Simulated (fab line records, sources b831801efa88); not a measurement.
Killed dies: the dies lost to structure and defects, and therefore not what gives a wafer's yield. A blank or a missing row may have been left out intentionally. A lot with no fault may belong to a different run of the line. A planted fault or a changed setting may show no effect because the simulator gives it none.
Which of the tools did it? :: flow sky130 :: 12 lots, 36 wafers sampled, at 4 steps of a route of 708

## WHAT EACH GAUGE READ, for each wafer
SKY_NWELL_OVL_MEAS_23.
lot: L402
measured: day 5 06:22
on: overlay-02
NWELL_01_OVL (nm): -0.9 1.9 1.3

lot: L404
measured: day 5 20:13
on: overlay-01
NWELL_01_OVL (nm): 0.8 1.6 2.0

lot: L406
measured: day 6 09:31
on: overlay-01
NWELL_01_OVL (nm): -0.6 -0.6 1.2

lot: L407
measured: day 6 14:07
on: overlay-01
NWELL_01_OVL (nm): -0.5 -1.0 -0.8

lot: L409
measured: day 7 02:37
on: overlay-01
NWELL_01_OVL (nm): -3.1 -0.6 -2.2

lot: L410
measured: day 7 08:04
on: overlay-01
NWELL_01_OVL (nm): -1.8 -2.8 -2.3

lot: L412
measured: day 7 20:43
on: overlay-01
NWELL_01_OVL (nm): -0.6 -1.8 -1.0

lot: L417
measured: day 9 00:53
on: overlay-01
NWELL_01_OVL (nm): -1.4 -1.8 -1.5

lot: L418
measured: day 9 08:50
on: overlay-01
NWELL_01_OVL (nm): 2.3 3.0 2.3

lot: L421
measured: day 10 00:01
on: overlay-02
NWELL_01_OVL (nm): -0.1 1.5 0.9

lot: L422
measured: day 10 06:16
on: overlay-02
NWELL_01_OVL (nm): -1.8 -2.3 -0.7

lot: L425
measured: day 11 02:47
on: overlay-02
NWELL_01_OVL (nm): -0.3 0.4 0.8

SKY_NWELL_RS_MEAS_29: the measuring method here is four-point-probe.
lot: L402
measured: day 5 06:52
on: film metro-04
NWELL_RS (ohm/sq): 623.5 625.1 624.7

lot: L404
measured: day 5 20:43
on: film metro-01
NWELL_RS (ohm/sq): 627.0 625.9 626.0

lot: L406
measured: day 6 10:01
on: film metro-04
NWELL_RS (ohm/sq): 621.4 621.0 622.3

lot: L407
measured: day 6 14:37
on: film metro-04
NWELL_RS (ohm/sq): 624.6 624.6 625.5

lot: L409
measured: day 7 03:07
on: film metro-04
NWELL_RS (ohm/sq): 625.4 625.5 625.1

lot: L410
measured: day 7 08:34
on: film metro-01
NWELL_RS (ohm/sq): 623.2 622.2 620.0

lot: L412
measured: day 7 21:14
on: film metro-03
NWELL_RS (ohm/sq): 624.7 625.5 627.0

lot: L417
measured: day 9 01:26
on: film metro-01
NWELL_RS (ohm/sq): 623.8 625.7 626.1

lot: L418
measured: day 9 09:23
on: film metro-03
NWELL_RS (ohm/sq): 624.0 624.6 624.0

lot: L421
measured: day 10 00:31
on: film metro-03
NWELL_RS (ohm/sq): 625.7 624.7 625.2

lot: L422
measured: day 10 06:46
on: film metro-03
NWELL_RS (ohm/sq): 624.1 622.5 623.0

lot: L425
measured: day 11 03:18
on: film metro-01
NWELL_RS (ohm/sq): 621.3 621.3 623.8

SKY_VT_ADJUST_PCH_TW_MEAS_10.
lot: L402
measured: day 10 08:28
on: film metro-03
VT_ADJUST_PCH_TW: 143.1 143.4 142.6

lot: L404
measured: day 11 00:48
on: film metro-04
VT_ADJUST_PCH_TW: 141.4 141.9 141.3

lot: L406
measured: day 11 16:27
on: film metro-02
VT_ADJUST_PCH_TW: 141.7 140.9 142.0

lot: L407
measured: day 11 23:48
on: film metro-02
VT_ADJUST_PCH_TW: 142.3 142.2 142.3

lot: L409
measured: day 12 14:10
on: film metro-03
VT_ADJUST_PCH_TW: 142.4 142.3 142.1

lot: L410
measured: day 12 20:27
on: film metro-03
VT_ADJUST_PCH_TW: 141.5 142.7 142.6

lot: L412
measured: day 13 13:16
on: film metro-02
VT_ADJUST_PCH_TW: 142.8 142.3 142.4

lot: L417
measured: day 15 02:49
on: film metro-04
VT_ADJUST_PCH_TW: 122.6 121.9 122.5 121.9 122.8 122.2

lot: L418
measured: day 15 10:44
on: film metro-03
VT_ADJUST_PCH_TW: 122.0 122.1 122.0 121.7 121.9 122.9

lot: L421
measured: day 16 08:15
on: film metro-04
VT_ADJUST_PCH_TW: 142.0 142.5 140.8

lot: L422
measured: day 16 13:30
on: film metro-04
VT_ADJUST_PCH_TW: 140.7 141.8 141.8

lot: L425
measured: day 17 18:56
on: film metro-04
VT_ADJUST_PCH_TW: 141.7 141.6 141.5

## TOOL THAT RAN EACH LOT (tool first, then ch and the chambers of the sampled wafers, then the start)
lot: L402
SKY_VT_ADJUST_PCH_IMPLANT_08: implanter-03 ch 0, day 10 08:13

lot: L404
SKY_VT_ADJUST_PCH_IMPLANT_08: implanter-03 ch 0, day 11 00:33

lot: L406
SKY_VT_ADJUST_PCH_IMPLANT_08: implanter-04 ch 0, day 11 16:12

lot: L407
SKY_VT_ADJUST_PCH_IMPLANT_08: implanter-01 ch 0, day 11 23:33

lot: L409
SKY_VT_ADJUST_PCH_IMPLANT_08: implanter-01 ch 0, day 12 13:55

lot: L410
SKY_VT_ADJUST_PCH_IMPLANT_08: implanter-04 ch 0, day 12 20:12

lot: L412
SKY_VT_ADJUST_PCH_IMPLANT_08: implanter-03 ch 0, day 13 13:01

lot: L417
SKY_VT_ADJUST_PCH_IMPLANT_08: implanter-01 ch 0, day 15 02:34

lot: L418
SKY_VT_ADJUST_PCH_IMPLANT_08: implanter-01 ch 0, day 15 10:32

lot: L421
SKY_VT_ADJUST_PCH_IMPLANT_08: implanter-03 ch 0, day 16 08:00

lot: L422
SKY_VT_ADJUST_PCH_IMPLANT_08: implanter-04 ch 0, day 16 13:15

lot: L425
SKY_VT_ADJUST_PCH_IMPLANT_08: implanter-03 ch 0, day 17 18:42
- SKY_VT_ADJUST_PCH_IMPLANT_08

## AS READ BY THE TOOLS THEMSELVES (means over the sampled wafers that have a number; for cases with no such wafer, the mark the record gives instead)
SKY_VT_ADJUST_PCH_IMPLANT_08.
lot: L402
tool: implanter-03
dose ions cm2: 4.997e+11
end station pressure torr (Torr): 4.81e-06
faraday current uA: 2.82

lot: L404
tool: implanter-03
dose ions cm2: 5.004e+11
end station pressure torr (Torr): 5.22e-06
faraday current uA: 2.80

lot: L406
tool: implanter-04
dose ions cm2: 4.997e+11
end station pressure torr (Torr): 4.98e-06
faraday current uA: 2.85

lot: L407
tool: implanter-01
dose ions cm2: 4.996e+11
end station pressure torr (Torr): 5.04e-06
faraday current uA: 2.86

lot: L409
tool: implanter-01
dose ions cm2: 5.003e+11
end station pressure torr (Torr): 5.18e-06
faraday current uA: 2.80

lot: L410
tool: implanter-04
dose ions cm2: 4.994e+11
end station pressure torr (Torr): 5.16e-06
faraday current uA: 2.84

lot: L412
tool: implanter-03
dose ions cm2: 5.001e+11
end station pressure torr (Torr): 5.02e-06
faraday current uA: 2.80

lot: L417
tool: implanter-01
dose ions cm2: 2.809e+11
end station pressure torr (Torr): 4.66e-06
faraday current uA: 1.61

lot: L418
tool: implanter-01
dose ions cm2: 2.803e+11
end station pressure torr (Torr): 4.86e-06
faraday current uA: 1.58

lot: L421
tool: implanter-03
dose ions cm2: 5.006e+11
end station pressure torr (Torr): 4.86e-06
faraday current uA: 2.75

lot: L422
tool: implanter-04
dose ions cm2: 5.002e+11
end station pressure torr (Torr): 5.09e-06
faraday current uA: 2.85

lot: L425
tool: implanter-03
dose ions cm2: 4.998e+11
end station pressure torr (Torr): 5.13e-06
faraday current uA: 2.83

## THE ANSWER, worked out from the rows above alone
Rule: the usual values come from the lots themselves. Put in order of their means at a reading, lots are off if they are a third of the lots or fewer, leave a main group of 4 or more, and stand apart from it by a gap of 3 or more times the standard deviation of the main group's means; of several such gaps the widest counts. A main group is skipped when, at the precision printed for the reading in the tables above, its means are all equal. A lot without any number at a reading at which 4 lots or more have one is off too. Where the step has rows for the other lots, those lots are counted as sound. Order of review: gauges by route order, followed by the tools' own readings, for which a lot's mean as printed above is used. At the first step where some lot is off, the reading lying furthest off is the one used; lots without a number count as furthest.
Off: at SKY_VT_ADJUST_PCH_TW_MEAS_10 (VT_ADJUST_PCH_TW), L417, L418. Mean 142.0 and standard deviation 0.5 in the main group.
A tool fits if, at a process step before that reading, it ran every lot that is off, and no sound lot after the first of them. The gauges at SKY_VT_ADJUST_PCH_TW_MEAS_10 aren't tried: what is off there is off at SKY_VT_ADJUST_PCH_IMPLANT_08 too, on other tools, and a gauge's error can't cause that. One fits: SKY_VT_ADJUST_PCH_IMPLANT_08 on implanter-01. Its last sound lot is L409 (day 12 13:55), its first lot that is off L417 (day 15 02:34): a fault that began between those two fits.
The tool's own readings at SKY_VT_ADJUST_PCH_IMPLANT_08 bear it out: on the lots that are off they differ by more than 5 times the standard deviation of the sound lots' means. dose ions cm2 reads 2.806e+11 there against 5.000e+11 on the sound lots; faraday current uA reads 1.60 there against 2.82 on the sound lots.

## WHAT WAS PUT IN BY THE SIMULATOR
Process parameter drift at SKY_VT_ADJUST_PCH_IMPLANT_08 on implanter-01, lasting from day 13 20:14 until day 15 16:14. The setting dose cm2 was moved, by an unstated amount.
Shown lots that were struck: L417, L418. This agrees with what the rule above found.
